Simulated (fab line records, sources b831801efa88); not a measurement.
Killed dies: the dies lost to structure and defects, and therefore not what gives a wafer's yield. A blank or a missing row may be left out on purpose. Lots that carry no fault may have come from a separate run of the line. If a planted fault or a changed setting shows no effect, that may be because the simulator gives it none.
Struck lot and sound lot, side by side || flow sfq line || 14 out of 325 route steps
Sound: wafers L642.1, L642.2, L642.4. Wafers L657.2, L657.5, L657.6 were the ones struck. Last of all comes the cause.
At each step with rows: each side's tool, then ch and its chambers, then its first start. Under that, the readings that differ: sound wafers || struck wafers || difference of the means || sigmas: that difference in standard deviations of wafers without a fault.
alike: same words and numbers on both sides, and readings whose means sit less than 2 such deviations apart. not compared: any withheld reading, any reading some wafer has no value for, any bound like >300 that may hide the same value, and any number with overlapping values for which the record gives no deviation.
The two part at a step that has a row with sigmas, a row that says differs or no value, or rows on one side only. Numbers that have no deviation but don't overlap get no sigmas and don't part them. A reading that every wafer of one side lacks parts them only if that side has two wafers or more.

first, 1 step without rows for these wafers: SFQ_TRILAYER_I7_VIA_LITHO_DEVELOP_189 (time 60 s).
SFQ_I7_OVL_MEAS_947:
  sound on overlay-01 at day 74 12:50; struck on overlay-01 at day 85 18:28
  alike: I7_OVL
SFQ_TRILAYER_I7_VIA_BARC_OPEN_VIA_ETCH_260: etches BARC in O2, target depth 125 nm, time 41.7 s.
  sound on rie diel-03 ch 0,1,2, day 74 12:52; struck on rie diel-04 ch 2,3, day 85 18:30
  alike: drypump motor current A, oes product au
  not compared: rf hours counter h
SFQ_TRILAYER_I7_VIA_ETCH_VIA_ETCH_190: etches SiO2 in CHF3, stops on Nb, target depth 260 nm.
  sound on rie diel-03 ch 0,1,2, day 74 12:55; struck on rie diel-04 ch 2,3, day 85 18:32
  alike: drypump motor current A, oes product au
SFQ_TRILAYER_I7_VIA_STRIP_STRIP_191: strips in O2.
  sound on rie metal-01 ch 0,1, day 74 13:01; struck on rie metal-04 ch 0,1, day 85 18:39
  alike: drypump motor current A, oes product au
  not compared: rf hours counter h
then, 7 steps without rows for these wafers: SFQ_TRILAYER_I7_VIA_STRIP_SOLV_CLEAN_192 (cleans in NMP, time 600 s); SFQ_TRILAYER_M8_LITHO_LOR_COAT_197; SFQ_TRILAYER_M8_LITHO_LOR_BAKE_198; SFQ_TRILAYER_M8_LITHO_COAT_193 (resist thk 600 nm); SFQ_TRILAYER_M8_LITHO_SOFTBAKE_199; SFQ_TRILAYER_M8_LITHO_EXPOSE_194 (exposes mask M8, target cd 2000 nm); SFQ_TRILAYER_M8_LITHO_PEB_196 (peb time 60 s).
SFQ_TRILAYER_M8_LITHO_DEVELOP_195: img clear 15 s, time 55 s.
  sound on litho track-02 ch 0, day 79 12:35; struck on litho track-02, day 85 22:06
  no value came back on the struck wafers for chill plate temp C (C), exhaust pa (Pa); on the sound wafers chill plate temp C (C) reads 22.98 23.05 22.96
{"reading": "model.KrF_of_TRILAYER_M8_LITHO_COAT_193.thk nm (nm)", "sound": "576.2 576.3 574.2", "struck": "596 598.4 595.8", "difference": "+21", "sigmas": ""}
SFQ_M8_OVL_MEAS_948:
  sound on overlay-01 at day 79 12:44; struck on overlay-02 at day 85 22:13
{"reading": "M8_OVL (nm)", "sound": "-8 -5 -4", "struck": "- - -", "difference": "no value on the struck wafers", "sigmas": ""}

WHERE THEY PART
Earliest at SFQ_TRILAYER_M8_LITHO_DEVELOP_195; latest, in this record, at SFQ_M8_OVL_MEAS_948.

WHY: what the simulator had put in
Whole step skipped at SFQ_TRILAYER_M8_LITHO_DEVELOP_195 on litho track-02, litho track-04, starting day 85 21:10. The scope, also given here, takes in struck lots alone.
